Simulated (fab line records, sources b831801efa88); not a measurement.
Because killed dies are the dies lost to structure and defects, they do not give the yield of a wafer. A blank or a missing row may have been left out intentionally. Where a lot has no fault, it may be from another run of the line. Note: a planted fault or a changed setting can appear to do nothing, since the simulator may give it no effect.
fab line records	flow sky130
[record] lots = 11	wafers = 33	last-day = 52
route steps=708 shown SD_N@353 LI_CONTACT@362
lots untouched by any fault: they come from a run of this same line in which no faults occurred
start-h: hours from the record's opening day to when the first of the lot's shown wafers began	wait-h: time in hours since the lot's previous step	" unchanged from the row above	L1.1+2: a single row standing in for several wafers	- value missing, or start not given	* or withheld: withheld	< > ~ a bound
route shown NAME@n: NAME is a module with steps in the file, n the number in the route of the first one	usual: average and standard deviation across the fault-free wafers	same: alike in all rows	chamber/n: place in a boat	sites: the reading at each site	_std_site: standard deviation across them	_edge_site: the outer-site mean with the inner-site mean subtracted	radius-mm: how far each site lies from the wafer's centre	mask NAME#n: copy n	behind: tool/chamber where the wafer was last shaped	hold: what put the lot on hold/how long, in hours/how the hold closed	device: whichever transistor did not switch (one of n, p or np)	end of line: tests of these same wafers at the route's end	step lacking rows: just its recipe	killed: the dies lost at the first sort to structure and to defects; this is not the yield of the wafer	map: the dies of a wafer, with x for killed, . for not killed, _ for no die there
set.NAME: the setting that was run; set.NAME@STEP: the one run at that earlier step	model.NAME: the simulator's own value behind a step, which no gauge read
one table for each step of the route and one row for each wafer, over a sample of lots
services: the hour from which a tool's chamber was out of use, counted from the record's first day as start-h (under 0 if before that day), plus the number of hours and why
[[steps]]
[step SKY_SD_N_STRIP_11]
[recipe] chemistry = O2/N2	power-w = 1400	pressure-mtorr = 1500	platen-temp-c = withheld	o2-flow-sccm = 3000	n2-flow-sccm = 300	overash-fraction = 0.5
[usual] drypump-motor-current-A = 5.83/0.29	oes-product-au = 0.527/0.0045	strip-time-to-endpoint-s = 22.55/0.043
lot.wafer	tool	chamber	start-h	wait-h	drypump-motor-current-A	oes-product-au	rf-hours-counter-h	strip-time-to-endpoint-s
L614.1	plasma-asher-03	1	620.79	0.1	6.14	0.528	79	22.57
L614.4	"	0	"	"	5.82	0.529	-	22.58
L614.5	"	1	"	"	6.15	0.523	-	22.53
L617.2	plasma-asher-03	0	642.31	0.1	5.83	0.531	81	22.58
L617.3	"	0	"	"	5.83	0.525	-	22.57
L617.4	"	1	"	"	6.18	0.523	-	22.55
L620.1	plasma-asher-03	0	655.09	0.1	5.86	0.532	83	22.54
L620.2	"	1	"	"	6.16	0.528	83	22.49
L620.4	"	0	"	"	5.87	0.525	-	22.50
L621.2	plasma-asher-03	1	662.14	0.1	6.13	0.534	84	22.48
L621.4	"	1	"	"	6.14	0.526	-	22.52
L621.5	"	0	"	"	5.85	0.522	-	22.58
L622.1	plasma-asher-01	1	670.24	0.1	6.03	0.528	48	22.55
L622.3	"	0	"	"	5.21	0.527	-	22.60
L622.4	"	1	"	"	6.02	0.522	-	22.56
L623.1	plasma-asher-03	0	671.79	0.1	5.84	0.533	85	22.63
L623.4	"	1	"	"	6.16	0.527	-	22.59
L623.6	"	0	"	"	5.86	0.527	-	22.61
L629.2	plasma-asher-03	0	896.44	0.1	5.85	0.525	107	22.57
L629.3	"	0	"	"	5.83	0.525	-	22.56
L629.4	"	1	"	"	6.16	0.520	-	22.58
L627.2	plasma-asher-01	1	900.54	0.1	6.04	0.528	72	22.55
L627.4	"	0	"	"	5.23	0.530	-	22.57
L627.6	"	1	"	"	6.01	0.528	-	22.64
L628.2	plasma-asher-01	0	902.39	0.1	5.21	0.524	72	22.54
L628.4	"	1	"	"	6.04	0.521	-	22.52
L628.6	"	0	"	"	5.23	0.531	-	22.55
L630.2	plasma-asher-01	1	902.94	0.1	6.02	0.528	72	22.53
L630.3	"	0	"	"	5.26	0.521	-	22.58
L630.4	"	1	"	"	6.04	0.518	-	22.58
L631.2	plasma-asher-03	1	904.16	0.1	6.17	0.525	108	22.54
L631.4	"	1	"	"	6.14	0.530	-	22.55
L631.6	"	1	"	"	6.13	0.527	-	22.51
[step SKY_SD_N_RTA_14]
[recipe] temp-c = 1075	time-s = 2	idle-temp-c = 650	ramp-up-c-per-s = 150	ramp-down-c-per-s = 90	ambient = N2
[usual] lamp-power-pct = 15.72/0.049	ramp-down-c-per-s = 90.001/0.017	wafer_temp_C_max = 1078.1/1.2
lot.wafer	tool	chamber	start-h	wait-h	lamp-power-pct	ramp-down-c-per-s	wafer_temp_C_max
L614.1	rtp-anneal-02	0	621.01	0.0	15.68	90.018	1078.3
L614.4	"	0	"	"	15.70	90.011	1077.2
L614.5	"	0	"	"	15.74	90.002	1077.5
L617.2	rtp-anneal-02	0	642.53	0.0	15.63	89.959	1076.1
L617.3	"	0	"	"	15.71	89.984	1078.2
L617.4	"	0	"	"	15.68	89.984	1078.3
L620.1	rtp-anneal-01	0	655.30	0.0	15.69	89.974	1079.7
L620.2	"	0	"	"	15.64	89.997	1078.8
L620.4	"	0	"	"	15.67	90.026	1077.1
L621.2	rtp-anneal-02	0	662.36	0.0	15.72	90.015	1077.0
L621.4	"	0	"	"	15.73	90.013	1077.4
L621.5	"	0	"	"	15.75	90.014	1077.2
L622.1	rtp-anneal-01	0	670.45	0.0	15.84	90.001	1075.8
L622.3	"	0	"	"	15.67	90.021	1077.3
L622.4	"	0	"	"	15.70	90.004	1077.1
L623.1	rtp-anneal-02	0	672.00	0.0	15.73	89.999	1078.1
L623.4	"	0	"	"	15.81	90.022	1078.4
L623.6	"	0	"	"	15.72	90.020	1078.7
L629.2	rtp-anneal-01	0	896.66	0.0	15.70	90.021	1077.2
L629.3	"	0	"	"	15.71	89.992	1076.3
L629.4	"	0	"	"	15.70	89.998	1079.3
L627.2	rtp-anneal-02	0	900.76	0.0	15.73	90.026	1077.2
L627.4	"	0	"	"	15.71	90.003	1078.0
L627.6	"	0	"	"	15.68	89.999	1076.5
L628.2	rtp-anneal-01	0	902.62	0.0	15.74	89.995	1078.2
L628.4	"	0	"	"	15.71	89.990	1077.4
L628.6	"	0	"	"	15.73	90.009	1077.0
L630.2	rtp-anneal-02	0	903.16	0.0	15.64	90.006	1078.6
L630.3	"	0	"	"	15.67	90.002	1080.3
L630.4	"	0	"	"	15.71	89.991	1079.1
L631.2	rtp-anneal-01	0	904.38	0.0	15.76	89.986	1078.8
L631.4	"	0	"	"	15.68	90.005	1076.6
L631.6	"	0	"	"	15.72	89.990	1080.0
[step SKY_LI_CONTACT_HDPCVD_00]
[recipe] material = PSG	target-thk-nm = 930	sigma-open-frac = 0.3	time-s = 155	temp-c = 600	sih4-flow-sccm = 60	pressure-mtorr = 6
lot.wafer	tool	chamber	start-h	wait-h
L614.1+4+5	hdpcvd-02	0,0,1	621.56	0.0
L617.2+3+4	hdpcvd-02	1,0,1	643.09	0.0
L620.1+2+4	hdpcvd-01	1,2,1	655.85	0.0
L621.2+4+5	hdpcvd-01	1,1,2	662.90	0.0
L622.1+3+4	hdpcvd-02	0,2,1	671.00	0.0
L623.1+4+6	hdpcvd-02	1,2,0	672.55	0.0
L629.2+3+4	hdpcvd-01	2,0,2	897.21	0.0
L627.2+4+6	hdpcvd-01	0,2,0	901.30	0.0
L628.2+4+6	hdpcvd-01	2,2,0	903.17	0.0
L630.2+3+4	hdpcvd-01	1,0,2	903.70	0.0
L631.2+4+6	hdpcvd-01	2,0,2	904.92	0.0
[step SKY_LI_CONTACT_THK_MEAS_01]
[recipe] reads = PSG_of_LI_CONTACT_HDPCVD_00
[usual] LI_CONTACT_HDPCVD_THK = 929/8.1
lot.wafer	tool	chamber	start-h	wait-h	LI_CONTACT_HDPCVD_THK[nm]
L614.1	film-metro-01	-	621.66	0.1	916
L614.4	"	-	"	"	932
L614.5	"	-	"	"	928
L617.2	film-metro-01	-	643.20	0.1	914
L617.3	"	-	"	"	922
L617.4	"	-	"	"	920
L620.1	film-metro-02	-	655.96	0.1	932
L620.2	"	-	"	"	915
L620.4	"	-	"	"	924
L621.2	film-metro-02	-	663.10	0.1	936
L621.4	"	-	"	"	939
L621.5	"	-	"	"	933
L622.1	film-metro-02	-	671.11	0.1	929
L622.3	"	-	"	"	1283
L622.4	"	-	"	"	921
L623.1	film-metro-01	-	672.65	0.1	918
L623.4	"	-	"	"	1295
L623.6	"	-	"	"	919
L629.2	film-metro-02	-	897.32	0.1	944
L629.3	"	-	"	"	942
L629.4	"	-	"	"	933
L627.2	film-metro-02	-	901.42	0.1	930
L627.4	"	-	"	"	937
L627.6	"	-	"	"	932
L628.2	film-metro-02	-	903.28	0.1	931
L628.4	"	-	"	"	920
L628.6	"	-	"	"	912
L630.2	film-metro-04	-	903.82	0.1	935
L630.3	"	-	"	"	931
L630.4	"	-	"	"	934
L631.2	film-metro-01	-	905.04	0.1	945
L631.4	"	-	"	"	937
L631.6	"	-	"	"	942
[step SKY_LI_CONTACT_CMP_02]
[recipe] material = PSG	down-force-psi = 4	platen-rpm = 60	pad-velocity-m-s = 0.94248
[usual] motor-current-A = 11.7/0.99	platen-rpm = 60.00/0.041	time-to-endpoint-s = 32.7/2.9
lot.wafer	tool	chamber	start-h	wait-h	motor-current-A	platen-rpm	time-to-endpoint-s
L614.1	cmp-02	1	621.77	0.1	10.2	59.99	31.9
L614.4	"	2	"	"	12.2	60.01	31.9
L614.5	"	1	"	"	10.4	59.95	33.6
L617.2	cmp-01	1	643.25	0.0	12.8	60.02	32.7
L617.3	"	2	"	"	11.0	59.95	35.9
L617.4	"	0	"	"	10.4	60.04	36.9
L620.2	cmp-02	3	656.02	0.0	12.0	59.95	27.6
L620.1	"	1	"	"	10.7	60.04	30.7
L620.4	"	2	"	"	13.4	59.96	30.0
L621.4	cmp-02	1	663.67	0.5	10.5	59.97	30.3
L621.2	"	2	"	"	12.8	60.01	28.5
L621.5	"	1	"	"	10.6	59.96	30.8
L622.1	cmp-01	2	671.17	0.1	11.1	59.99	34.8
L622.3	"	0	"	"	10.4	60.03	71.9
L622.4	"	1	"	"	12.3	59.99	33.4
L623.4	cmp-02	3	672.84	0.1	12.0	60.04	67.1
L623.1	"	2	"	"	13.6	60.07	30.1
L623.6	"	0	"	"	11.7	59.97	29.3
L629.4	cmp-01	0	897.37	0.0	10.0	60.03	37.0
L629.2	"	1	"	"	11.7	60.02	35.7
L629.3	"	3	"	"	11.8	60.02	35.1
L627.4	cmp-01	0	901.52	0.1	10.7	59.96	37.9
L627.2	"	2	"	"	10.4	60.03	37.7
L627.6	"	0	"	"	9.8	59.95	38.2
L628.2	cmp-01	2	903.43	0.1	11.3	60.03	38.3
L628.4	"	3	"	"	12.4	60.00	31.0
L628.6	"	1	"	"	12.4	59.97	33.7
L630.4	cmp-01	0	903.98	0.1	10.0	59.94	33.4
L630.2	"	1	"	"	12.7	60.04	32.0
L630.3	"	2	"	"	11.4	59.92	31.1
L631.2	cmp-01	0	905.14	0.1	10.6	59.97	38.6
L631.4	"	1	"	"	13.0	60.00	36.1
L631.6	"	3	"	"	12.9	59.93	36.4
[step SKY_LI_CONTACT_STRIP_16]
[recipe] chemistry = O2/N2	power-w = 1400	pressure-mtorr = 1500	platen-temp-c = withheld	o2-flow-sccm = 3000	n2-flow-sccm = 300	overash-fraction = 0.5
[usual] drypump-motor-current-A = 5.9/0.31	oes-product-au = 0.376/0.005	strip-time-to-endpoint-s = 3.50/0.033
lot.wafer	tool	chamber	start-h	wait-h	drypump-motor-current-A	oes-product-au	rf-hours-counter-h	strip-time-to-endpoint-s
L614.1	plasma-asher-01	0	651.22	-	5.2	0.377	46	3.52
L614.4	"	0	"	"	5.2	0.371	-	3.45
L614.5	"	1	"	"	6.0	0.369	-	3.44
L617.2	plasma-asher-02	0	672.57	-	6.0	0.373	24	3.46
L617.3	"	0	"	"	6.0	0.383	-	3.53
L617.4	"	1	"	"	6.0	0.378	-	3.47
L620.1	plasma-asher-01	0	685.12	-	5.2	0.380	50	3.56
L620.2	"	1	"	"	6.0	0.382	50	3.51
L620.4	"	0	"	"	5.2	0.370	-	3.55
L621.2	plasma-asher-02	1	692.37	-	6.0	0.380	26	3.49
L621.4	"	0	"	"	6.0	0.375	-	3.50
L621.5	"	1	"	"	6.0	0.379	-	3.51
L622.1	plasma-asher-03	0	700.09	-	5.8	0.375	87	3.50
L622.3	"	1	"	"	6.2	0.380	-	3.53
L622.4	"	0	"	"	5.8	0.369	-	3.48
L623.1	plasma-asher-02	1	702.67	-	6.0	0.376	27	3.51
L623.4	"	0	"	"	5.9	0.376	-	3.51
L623.6	"	1	"	"	6.0	0.377	-	3.51
L629.2	plasma-asher-01	0	924.15	-	5.2	0.384	74	3.50
L629.3	"	1	"	"	6.0	0.379	-	3.52
L629.4	"	0	"	"	5.3	0.379	-	3.51
L627.2	plasma-asher-01	0	928.32	-	5.3	0.379	75	3.58
L627.4	"	0	"	"	5.2	0.369	-	3.51
L627.6	"	1	"	"	6.1	0.375	-	3.46
L628.2	plasma-asher-02	1	930.07	-	6.0	0.370	49	3.50
L628.4	"	0	"	"	6.0	0.373	-	3.51
L628.6	"	0	"	"	6.0	0.382	-	3.55
L630.2	plasma-asher-03	0	930.72	-	5.8	0.375	111	3.49
L630.3	"	0	"	"	5.8	0.381	-	3.51
L630.4	"	1	"	"	6.2	0.373	-	3.50
L631.2	plasma-asher-02	1	931.72	-	6.0	0.379	50	3.54
L631.4	"	1	"	"	6.0	0.382	-	3.51
L631.6	"	1	"	"	6.0	0.382	-	3.53
[[services]]
tool	chamber	start-h	hours	kind
plasma-asher-03	-	597.09	0.7	repair
plasma-asher-01	-	617.08	28.1	pm
hdpcvd-02	-	650.75	15.0	pm
cmp-01	-	661.12	8.0	pm
cmp-01	-	671.47	8.5	pm
plasma-asher-03	-	681.86	2.8	pm
rtp-anneal-02	-	688.60	2.9	pm
rtp-anneal-02	-	695.98	6.2	pm
cmp-01	-	702.90	0.7	repair
cmp-01	-	720.80	1.0	repair
plasma-asher-02	-	730.37	2.8	pm
hdpcvd-01	-	730.45	5.5	pm
rtp-anneal-01	-	733.44	3.3	pm
hdpcvd-01	-	735.91	4.3	pm
cmp-02	-	744.11	4.0	pm
hdpcvd-01	-	803.60	0.8	repair
cmp-01	-	814.82	1.0	repair
hdpcvd-01	0	836.17	2.5	repair
rtp-anneal-01	-	837.52	48.3	pm
cmp-01	-	837.94	1.5	repair
cmp-02	-	852.25	0.3	repair
hdpcvd-01	-	867.84	1.3	repair
plasma-asher-01	-	870.36	0.9	repair
cmp-01	-	912.12	4.0	pm
[[key]]
[first-sign] step = SKY_LI_CONTACT_THK_MEAS_01	reading = LI_CONTACT_HDPCVD_THK	direction = up	sigmas = 44	usual = 929	struck = 1289
[effect] step = SKY_LI_CONTACT_CMP_02	reading = time-to-endpoint-s	direction = up	sigmas = 13	usual = *	struck = *
met-at SKY_LI_CONTACT_HDPCVD_00
struck-lots L622,L623
struck-wafers L622.3,L623.4
tester-left-out L622,L623
not-acting-at SKY_SD_N_STRIP_11,SKY_SD_N_RTA_14,SKY_LI_CONTACT_STRIP_16
[fault] kind = process-parameter-drift	tool = hdpcvd-02	chamber = 2	onset-h = 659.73	steps = SKY_LI_CONTACT_HDPCVD_00	channel = target-thk-nm	offset = 366.29	shape = step	end-h = 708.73	acts-in = these-recipes-only	stated = 930
// tester-left-out: of these lots the tester's yield and bins aren't shown, on N5 and GAA mostly nor the transistor test; their killed dies are dies lost to structure and defects alone, not to doping, threshold or leakage, so they don't give the yield
